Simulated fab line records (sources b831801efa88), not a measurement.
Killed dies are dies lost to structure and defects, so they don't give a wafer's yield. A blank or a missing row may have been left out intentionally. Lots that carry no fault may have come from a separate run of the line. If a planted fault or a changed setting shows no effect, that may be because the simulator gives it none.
Which tool was responsible? | flow gf180mcu | 36 wafers from 12 lots sampled at 4 of the route's 602 steps

WHAT THE GAUGES READ, wafer by wafer
GF_V4_CD_MEAS_14 targets a cd of 260 nm.
lot  | measured     | on        | cd nm (nm)
L621 | day 24 13:18 | cd sem-02 | 260.3 260.1 260.9
L622 | day 24 22:43 | cd sem-01 | 260.0 260.0 259.1
L626 | day 26 00:25 | cd sem-02 | 260.2 259.3 259.9
L627 | day 26 07:15 | cd sem-02 | 259.3 259.7 260.3
L628 | day 26 19:15 | cd sem-01 | 260.3 260.4 262.0
L631 | day 27 14:37 | cd sem-01 | 261.9 260.1 260.7
L632 | day 27 23:50 | cd sem-01 | 260.4 260.6 261.3
L633 | day 28 05:55 | cd sem-01 | 259.3 259.5 259.3
L634 | day 28 14:24 | cd sem-02 | 260.7 259.3 258.4
L640 | day 30 11:41 | cd sem-02 | 260.1 260.3 260.3
L641 | day 30 14:08 | cd sem-02 | 261.5 260.2 260.9
L642 | day 30 20:55 | cd sem-02 | 260.9 260.2 260.0

GF_V5_CD_MEAS_14 targets a cd of 260 nm.
lot  | measured     | on        | cd nm (nm)
L621 | day 27 08:46 | cd sem-01 | 261.1 263.0 262.8
L622 | day 27 16:52 | cd sem-01 | 259.9 258.9 258.6
L626 | day 28 17:11 | cd sem-02 | 259.3 259.3 260.3
L627 | day 28 23:53 | cd sem-02 | 261.2 260.2 260.8
L628 | day 29 09:50 | cd sem-02 | 259.5 259.9 260.3
L631 | day 30 04:43 | cd sem-01 | 260.8 260.7 261.1
L632 | day 30 13:53 | cd sem-01 | 259.7 260.2 260.0
L633 | day 30 19:21 | cd sem-02 | 259.7 260.5 261.0
L634 | day 31 01:49 | cd sem-02 | 261.3 260.3 259.6
L640 | day 32 17:41 | cd sem-02 | 259.3 259.1 259.4
L641 | day 32 20:46 | cd sem-01 | 264.8 263.6 270.3 264.8 263.8 270.5
L642 | day 33 02:46 | cd sem-02 | 260.0 259.8 258.8

WHAT TOOL EACH LOT RAN ON (gives the tool, then ch and the chambers of the sampled wafers, and finally the start)
lot  | GF_V4_ETCH_17                                 | GF_V5_EXPOSE_11
L621 | rie diel-02 ch 1,2, day 26 22:51 or earlier   | krf scanner-02 ch 0, day 26 22:51
L622 | rie diel-03 ch 0,1,2, day 27 06:49 or earlier | krf scanner-01 ch 0, day 27 06:49
L626 | rie diel-03 ch 0,2,3, day 28 07:42 or earlier | krf scanner-02 ch 0, day 28 07:42
L627 | rie diel-03 ch 0,1, day 28 14:26 or earlier   | krf scanner-02 ch 0, day 28 14:26
L628 | rie diel-01 ch 2,3, day 29 00:46 or earlier   | krf scanner-01 ch 0, day 29 00:46
L631 | rie diel-02 ch 0,1,2, day 29 19:18 or earlier | krf scanner-01 ch 0, day 29 19:18
L632 | rie diel-01 ch 0,3, day 30 04:48 or earlier   | krf scanner-02 ch 0, day 30 04:48
L633 | rie diel-02 ch 0,1,2, day 30 10:26 or earlier | krf scanner-01 ch 0, day 30 10:26
L634 | rie diel-01 ch 0,1,3, day 30 17:08 or earlier | krf scanner-02 ch 0, day 30 17:08
L640 | rie diel-01 ch 1,3, day 32 09:50 or earlier   | krf scanner-01 ch 0, day 32 09:50
L641 | rie diel-01 ch 0,1,2, day 32 12:57 or earlier | krf scanner-02 ch 0, day 32 12:57
L642 | rie diel-02 ch 0,3, day 32 19:32 or earlier   | krf scanner-01 ch 0, day 32 19:32
- GF_V4_ETCH_17: etches SiO2 in C4F8/O2/Ar, stops on TiN, target depth 630 nm.
- GF_V5_EXPOSE_11: exposes mask Via5, target cd 260 nm.

AS READ BY THE TOOLS THEMSELVES (means over the sampled wafers that have a number; for cases with no such wafer, the mark the record gives instead)
GF_V4_ETCH_17.
lot  | tool        | oes product au (a.u.)
L621 | rie diel-02 | 0.857
L622 | rie diel-03 | 0.853
L626 | rie diel-03 | 0.858
L627 | rie diel-03 | 0.860
L628 | rie diel-01 | 0.853
L631 | rie diel-02 | 0.853
L632 | rie diel-01 | 0.852
L633 | rie diel-02 | 0.854
L634 | rie diel-01 | 0.858
L640 | rie diel-01 | 0.855
L641 | rie diel-01 | 0.854
L642 | rie diel-02 | 0.856

GF_V5_EXPOSE_11.
lot  | tool           | exposure dose mJ cm2
L621 | krf scanner-02 | 37.96
L622 | krf scanner-01 | 38.02
L626 | krf scanner-02 | 38.04
L627 | krf scanner-02 | 38.05
L628 | krf scanner-01 | 37.99
L631 | krf scanner-01 | 37.97
L632 | krf scanner-02 | 38.03
L633 | krf scanner-01 | 37.99
L634 | krf scanner-02 | 38.00
L640 | krf scanner-01 | 37.93
L641 | krf scanner-02 | 37.27
L642 | krf scanner-01 | 37.99

THE ANSWER, worked out from the rows above alone
Rule: what is usual is taken from the lots themselves. The widest of any qualifying gaps counts: lots, ordered by their means at a reading, are off when they make up no more than a third of the lots, leave a main group of 4 or more, and stand apart from it by 3 or more times the standard deviation of that group's means. If all means in a main group match to the digits the tables above print for the reading, that group is not used. A lot without any number at a reading at which 4 lots or more have one is off too. The other lots that the step has rows for count as sound. Order of review: gauges by route order, followed by the tools' own readings, for which a lot's mean as printed above is used. The first step at which some lot is off is used, and at that step the reading that is off furthest; a lot without a number counts as furthest.
Off at GF_V5_CD_MEAS_14 (cd nm): L641. For the main group the mean is 260.2 nm and the standard deviation 0.86.
A tool fits if, at a process step before that reading, it ran every lot that is off, and no sound lot after the first of them. Not tried: the gauges at GF_V5_CD_MEAS_14; whatever is off there is also off at GF_V5_EXPOSE_11, on other tools, and gauge error can't account for it. Because GF_V4_ETCH_17 lacks a start for some lots, the hours and order of its lots are taken from GF_V5_EXPOSE_11. 2 tools fit, rie diel-01 at GF_V4_ETCH_17 and krf scanner-02 at GF_V5_EXPOSE_11, so this cannot tell which one it is.

WHAT HAD BEEN PUT IN BY THE SIMULATOR
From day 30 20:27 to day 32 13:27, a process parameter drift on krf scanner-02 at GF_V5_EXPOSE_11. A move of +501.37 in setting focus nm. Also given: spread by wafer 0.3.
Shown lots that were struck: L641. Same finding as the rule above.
